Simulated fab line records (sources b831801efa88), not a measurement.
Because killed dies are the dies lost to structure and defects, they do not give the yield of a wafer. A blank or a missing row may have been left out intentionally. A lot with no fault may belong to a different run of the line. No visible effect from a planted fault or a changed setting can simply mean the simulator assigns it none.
Which tool was responsible?    flow gf180mcu    6 lots, 18 wafers sampled, at 1 step of a route of 602

== WHAT THE GAUGES READ, wafer by wafer ==
GF_POLY_GATE_CD_MEAS_18.
lot   measured      on         cd_nm (nm)
L916  day 10 03:20  cd_sem-01  280.4 280.7 282.8
L918  day 10 15:56  cd_sem-01  278.3 278.4 276.7
L920  day 11 07:05  cd_sem-02  279.5 275.3 279.7
L925  day 12 23:03  cd_sem-02  278.3 279.5 278.4
L928  day 13 20:49  cd_sem-02  280.7 279.5 278.5
L933  day 15 11:33  cd_sem-02  277.7 279.5 280.0

== EACH LOT AND THE TOOL THAT RAN IT (in order: tool; ch and the chambers of the sampled wafers; start) ==
The record shows no process step preceding these readings.

== THE ANSWER, worked out from the rows above alone ==
Rule: usual is defined by the lots themselves. The widest of any qualifying gaps counts: lots, ordered by their means at a reading, are off when they make up no more than a third of the lots, leave a main group of 4 or more, and stand apart from it by 3 or more times the standard deviation of that group's means. Not used: any main group whose means are identical at the precision the tables above print for the reading. A lot without any number at a reading at which 4 lots or more have one is off too. Any other lot the step has rows for is counted as sound.
No lot is off at any reading shown: from this, nothing can be told.

== WHAT THE SIMULATOR PUT IN ==
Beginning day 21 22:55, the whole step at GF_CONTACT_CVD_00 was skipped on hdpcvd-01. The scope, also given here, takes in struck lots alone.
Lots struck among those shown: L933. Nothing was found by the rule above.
